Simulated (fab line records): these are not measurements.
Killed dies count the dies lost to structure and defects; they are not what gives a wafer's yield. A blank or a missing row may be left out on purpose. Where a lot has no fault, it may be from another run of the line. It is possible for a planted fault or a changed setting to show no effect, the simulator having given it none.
Which tool is to blame? ; flow gf180mcu ; 36 wafers from 12 lots sampled at 5 of the route's 602 steps

WHAT THE GAUGES READ, wafer by wafer
GF_CONTACT_THK_MEAS_03. Usual: CONTACT_CVD_02_THK 860 nm, standard deviation 9.9.
lot;measured;on;CONTACT_CVD_02_THK (nm);flag
L541;day 15 21:43;film-metro-04;867 855 851;
L542;day 16 05:54;film-metro-04;852 866 863;
L545;day 17 04:21;film-metro-02;855 870 875;
L547;day 18 09:29;film-metro-04;842 843 862;
L548;day 18 10:55;film-metro-01;848 859 860;
L549;day 18 19:35;film-metro-01;857 851 878;
L555;day 20 20:58;film-metro-02;855 848 863;
L557;day 21 13:55;film-metro-01;855 877 865;
L558;day 22 01:58;film-metro-02;856 870 864;
L559;day 22 10:13;film-metro-04;840 860 837;
L561;day 22 21:53;film-metro-04;862 856 865;
L562;day 23 06:35;film-metro-04;861 861 867;

GF_M2_THK_MEAS_06: measures by xrf. Usual: M2_ALCU_THK 452 nm, standard deviation 5.
lot;measured;on;M2_ALCU_THK (nm);flag
L541;day 18 23:52;film-metro-04;448 444 445;
L542;day 19 08:16;film-metro-03;450 445 443;
L545;day 20 08:56;film-metro-04;448 450 452;
L547;day 21 15:05;film-metro-03;449 448 449;
L555;day 24 00:07;film-metro-04;463 458 457;
L557;day 24 15:49;film-metro-04;448 452 449;
L558;day 25 03:40;film-metro-03;455 460 463;
L559;day 25 11:11;film-metro-04;450 443 444;
L561;day 25 21:35;film-metro-04;453 452 451;
L562;day 26 05:32;film-metro-03;455 454 452;

TOOL THAT RAN EACH LOT (tool first, then ch and the chambers of the sampled wafers, then the start)
lot;GF_V1_ETCH_17;GF_V1_STRIP_18;GF_M2_SPUTTER_00
L541;rie-diel-01 ch 1,2,3, day 18 22:00;plasma-asher-04 ch 0,1, day 18 22:18;pvd-sputter-02, day 18 23:32
L542;rie-diel-02 ch 0,2,3, day 19 06:00;plasma-asher-04 ch 0,1, day 19 06:42;pvd-sputter-02, day 19 07:55
L545;rie-diel-01 ch 2,3, day 20 07:00;plasma-asher-02 ch 0,1, day 20 07:23;pvd-sputter-04, day 20 08:34
L547;rie-diel-02 ch 2,3, day 21 13:00;plasma-asher-04 ch 0,1, day 21 13:30;pvd-sputter-02, day 21 14:44
L548;rie-diel-01 ch 0,1,3, day 21 15:00;plasma-asher-03 ch 0,1, day 21 15:08;-
L549;rie-diel-02 ch 1,2,3, day 21 23:00;plasma-asher-03 ch 0,1, day 21 23:09;-
L555;rie-diel-01 ch 0,1,2, day 23 22:00;plasma-asher-04 ch 0,1, day 23 22:32;pvd-sputter-04, day 23 23:46
L557;rie-diel-03 ch 1,2, day 24 14:00;plasma-asher-03 ch 0,1, day 24 14:14;pvd-sputter-02, day 24 15:28
L558;rie-diel-03 ch 0,1, day 25 02:00;plasma-asher-02 ch 0,1, day 25 02:05;pvd-sputter-04, day 25 03:19
L559;rie-diel-03 ch 0,1,3, day 25 09:00;plasma-asher-03 ch 0,1, day 25 09:29;pvd-sputter-04, day 25 10:50
L561;rie-diel-01 ch 0,2,3, day 25 19:00;plasma-asher-03 ch 0,1, day 25 19:56;pvd-sputter-02, day 25 21:15
L562;rie-diel-01 ch 1,2, day 26 03:00;plasma-asher-03 ch 0,1, day 26 03:59;pvd-sputter-02, day 26 05:10
- GF_V1_ETCH_17: etches SiO2 in C4F8/O2/Ar, stops on TiN, target depth 630 nm.
- GF_V1_STRIP_18: strips in O2/N2.
- GF_M2_SPUTTER_00: material Ti, target thk 37.5 nm, time 150 s.

WHAT THE TOOLS THEMSELVES READ (means of the sampled wafers that have a number; where no wafer has one, the mark that the record gives instead)
GF_V1_ETCH_17. Usual: bias-w 1200 W, standard deviation 3.7; chamber-pressure-mTorr 40.00 mTorr, standard deviation 0.036; oes-product-au 0.856 a.u., standard deviation 0.0049.
lot;tool;bias-w (W);chamber-pressure-mTorr (mTorr);oes-product-au (a.u.);flag
L541;rie-diel-01;1200;40.03;0.851;
L542;rie-diel-02;1198;40.01;0.857;
L545;rie-diel-01;1198;39.99;0.854;
L547;rie-diel-02;1202;40.00;0.856;
L548;rie-diel-01;-;-;-;OFF
L549;rie-diel-02;-;-;-;OFF
L555;rie-diel-01;1204;39.95;0.858;
L557;rie-diel-03;1203;39.97;0.853;
L558;rie-diel-03;1201;39.98;0.855;
L559;rie-diel-03;1198;40.01;0.860;
L561;rie-diel-01;1203;39.98;0.856;
L562;rie-diel-01;1196;40.00;0.858;

GF_V1_STRIP_18. Usual: drypump-motor-current-A 5.7 A, standard deviation 0.36; heater-power-w 347 W, standard deviation 22; n2-flow-sccm 300.1 sccm, standard deviation 0.88; oes-product-au 0.592 a.u., standard deviation 0.0047.
lot;tool;drypump-motor-current-A (A);heater-power-w (W);n2-flow-sccm (sccm);oes-product-au (a.u.);flag
L541;plasma-asher-04;5.4;376;300.6;0.597;
L542;plasma-asher-04;5.5;374;300.1;0.596;
L545;plasma-asher-02;6.2;335;300.4;0.593;
L547;plasma-asher-04;5.7;385;299.8;0.591;
L548;plasma-asher-03;5.5;341;300.6;0.669;OFF
L549;plasma-asher-03;5.6;332;301.0;0.663;OFF
L555;plasma-asher-04;5.7;384;299.9;0.591;
L557;plasma-asher-03;5.5;339;300.6;0.593;
L558;plasma-asher-02;6.1;330;299.3;0.593;
L559;plasma-asher-03;5.5;336;299.8;0.594;
L561;plasma-asher-03;5.5;345;300.3;0.590;
L562;plasma-asher-03;5.5;335;299.7;0.594;

GF_M2_SPUTTER_00. Usual: 29.8 % for throttle-valve-pct, sd 0.85.
lot;tool;throttle-valve-pct (%);flag
L541;pvd-sputter-02;29.9;
L542;pvd-sputter-02;29.9;
L545;pvd-sputter-04;30.3;
L547;pvd-sputter-02;29.9;
L555;pvd-sputter-04;29.7;
L557;pvd-sputter-02;29.4;
L558;pvd-sputter-04;29.9;
L559;pvd-sputter-04;30.3;
L561;pvd-sputter-02;29.4;
L562;pvd-sputter-02;29.7;

THE ANSWER, worked out from the rows above alone
Rule: lot off if the mean of its wafers having a number is beyond 3 standard deviations from the usual mean. A lot without any number at a reading at which 4 lots or more have one is off too. Any other lot the step has rows for is counted as sound. First the gauges in route order, then the tools' own readings, where a lot's mean is used as printed above. The first step at which some lot is off is used, and at that step the reading that is off furthest; a lot without a number counts as furthest.
Off: L548, L549, at GF_V1_ETCH_17 (bias-w). Without a number there: L548, L549.
A tool fits if, at that step or a process step before it, it ran every lot that is off, and no sound lot after the first of them. No candidate that was tried fits.

WHAT THE SIMULATOR HAD PUT IN
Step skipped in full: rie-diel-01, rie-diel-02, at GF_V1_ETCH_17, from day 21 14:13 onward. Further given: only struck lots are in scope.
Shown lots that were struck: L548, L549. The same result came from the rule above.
